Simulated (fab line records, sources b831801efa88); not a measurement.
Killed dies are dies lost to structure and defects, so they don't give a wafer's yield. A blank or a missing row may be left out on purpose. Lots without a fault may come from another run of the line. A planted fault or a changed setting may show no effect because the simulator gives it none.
A struck lot beside a sound one | flow sky130 | 18 steps out of a route of 708
Sound: wafers L702.2, L702.5, L702.6. Struck: wafer L711.4. (L711.6 of the same lot was not struck and is left out.) The cause comes at the end.
At each step with rows: each side's tool, then ch and its chambers, then its first start. Under that, the readings that differ: sound wafers | struck wafers | difference of the means | sigmas: that difference in standard deviations of wafers without a fault.
alike: readings whose means differ by less than 2 such deviations, and words and numbers that are the same on both sides. not compared: withheld readings, readings that some wafer has no value for, bounds like >300 that may hide the same value, and numbers for which the record gives no deviation and whose values overlap.
The two part at a step that has a row with sigmas, a row that says differs or no value, or rows on one side only. Numbers that don't overlap but have no deviation are shown without sigmas and don't part them. A reading that every wafer of one side lacks parts them only if that side has two wafers or more.

SKY_CONTACT_CMP_04: polishes SiO2.
  sound on cmp-02 ch 1,2,3, day 31 21:06; struck on cmp-01 ch 0, day 34 10:57
  reading             | sound          | struck | difference | sigmas
  motor_current_A (A) | 10.3 13.6 10.8 | 14.7   | +3.1       | +2
  alike: time_to_endpoint_s
SKY_CONTACT_BOW_MEAS_05:
  sound on film_metro-02, day 31 21:16; struck on film_metro-02, day 34 11:16
  alike: CONTACT_BOW
then, 8 steps without rows for these wafers: SKY_CONTACT_DEHYDRATE_06 (time 60 s); SKY_CONTACT_HMDS_07 (prime time 60 s); SKY_CONTACT_COAT_08 (resist thk 60 nm); SKY_CONTACT_COAT_09 (resist thk 450 nm); SKY_CONTACT_SOFTBAKE_10 (time 90 s); SKY_CONTACT_EXPOSE_11 (exposes mask CTM1, target cd 170 nm); SKY_CONTACT_PEB_12; SKY_CONTACT_DEVELOP_13 (develop time 60 s).
SKY_CONTACT_CD_MEAS_14: target cd 170 nm.
  sound on cd_sem-01, day 33 00:38; struck on cd_sem-01, day 35 13:36
  alike: cd_nm
SKY_CONTACT_OVL_MEAS_15:
  sound on overlay-02, day 33 00:44; struck on overlay-01, day 35 13:41
  alike: CONTACT_OVL
SKY_CONTACT_ETCH_16: etches BARC in N2/H2, stops on SiO2, time 45.9 s, target depth 60 nm.
  sound on rie_diel-02 ch 0,3, day 33 00:46; struck on rie_diel-04 ch 2, day 35 13:41
  reading                                        | sound             | struck | difference | sigmas
  model.KrF-thick_of_CONTACT_COAT_09.thk_nm (nm) | 392.1 392 391.3   | 377.8  | -14.0      |
  model.CONTACT.cd_nm (nm)                       | 169.3 170.9 170.4 | 171.8  | +1.6       |
  alike: drypump_motor_current_A, h2_flow_sccm, oes_product_au, throttle_valve_pct
  not compared: rf_hours_counter_h
SKY_CONTACT_ETCH_17: etches SiO2 in C4F8/O2/Ar, stops on Si3N4, target depth 340 nm.
  sound on rie_diel-02 ch 0,3, day 33 00:49; struck on rie_diel-04 ch 2, day 35 13:44
  alike: oes_product_au
SKY_CONTACT_ETCH_18: etches Si3N4 in CHF3/O2, stops on TiN, time 39 s, target depth 75 nm.
  sound on rie_diel-02 ch 0,3; struck on rie_diel-04 ch 2
  reading                                        | sound             | struck | difference | sigmas
  model.KrF-thick_of_CONTACT_COAT_09.thk_nm (nm) | 243.4 242.6 243.4 | 227.7  | -15.4      |
  model.CONTACT.cd_nm (nm)                       | 169.3 171.1 170.2 | 172.1  | +1.9       |
  alike: chf3_flow_sccm, drypump_motor_current_A, oes_product_au, throttle_valve_pct
  not compared: rf_hours_counter_h
SKY_CONTACT_STRIP_19: strips in O2/N2.
  sound on plasma_asher-03 ch 0,1, day 33 00:54; struck on plasma_asher-03 ch 1, day 35 13:52
  reading                      | sound             | struck | difference | sigmas
  oes_product_au (a.u.)        | 0.386 0.382 0.387 | 0.364  | -0.021     | -5
  strip_time_to_endpoint_s (s) | 3.631 3.611 3.618 | 3.472  | -0.148     | -6
  alike: drypump_motor_current_A
  not compared: rf_hours_counter_h
then, 2 steps without rows for these wafers: SKY_CONTACT_STRIP_20 (strips in post etch residue remover, time 1200 s); SKY_PAD_OPEN_PROBE_99.

WHERE THEY PART
First at SKY_CONTACT_CMP_04; last, within this record, at SKY_CONTACT_STRIP_19.

WHY: what the simulator had put in
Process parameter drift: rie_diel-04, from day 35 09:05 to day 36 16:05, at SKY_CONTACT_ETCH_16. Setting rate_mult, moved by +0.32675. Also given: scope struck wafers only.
